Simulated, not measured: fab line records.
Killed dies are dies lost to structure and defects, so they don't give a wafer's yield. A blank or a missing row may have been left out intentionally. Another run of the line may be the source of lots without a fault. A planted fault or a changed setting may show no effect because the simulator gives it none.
Chamber matching    flow sky130    SKY_VIA1_ETCH_15 on rie diel-02: 4 sister chambers
The step etches SiO2 in C4F8/O2/Ar, stops on TiN, target depth 351 nm, time 54 s. 4 wafers are shown with their chamber, then 12 later ones without.

## EACH WAFER AND ITS CHAMBER
wafer   chamber  oes product au (a.u.)
L085.4  0        0.977
L087.2  1        0.981
L088.5  3        0.985
L088.6  2        0.973

## WAFERS WITH NO CHAMBER GIVEN
wafer   oes product au (a.u.)
L089.4  0.984
L089.5  0.985
L089.6  0.962
L092.1  0.978
L092.4  0.973
L092.6  0.980
L093.2  0.992
L093.3  0.975
L093.5  0.985
L097.2  0.975
L097.3  0.969
L097.4  0.988

## THE CHAMBER EACH PASSED THROUGH
wafer   from the rows above                in truth
L089.4  can't be placed: 3 or 1 or 0       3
L089.5  can't be placed: 3 or 1 or 0       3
L089.6  can't be placed: 2 or 0 or 1       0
L092.1  can't be placed: 0 or 1 or 2 or 3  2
L092.4  can't be placed: 2 or 0 or 1       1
L092.6  can't be placed: 1 or 0 or 3 or 2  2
L093.2  can't be placed: 3 or 1 or 0       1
L093.3  can't be placed: 0 or 2 or 1 or 3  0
L093.5  can't be placed: 3 or 1 or 0       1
L097.2  can't be placed: 0 or 2 or 1 or 3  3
L097.3  can't be placed: 2 or 0 or 1       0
L097.4  can't be placed: 3 or 1 or 0       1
Correctly placed: 0 of 12. Can't be placed from these rows: 12 (the true chamber is among the candidates in 12). Wrongly placed: 0.
How it was worked out, from the rows above alone: a wafer's distance from a chamber is the root of the sum, over the readings, of the square of ((its reading less the chamber's mean) divided by the reading's scatter). The wafer belongs to the nearest chamber; if the next one is less than 2 further off, it can't be placed. For every chamber, the mean is computed from those of its wafers that are shown. The scatter: root of mean squared gap, hidden wafer to nearest shown wafer, with one shown wafer a chamber.
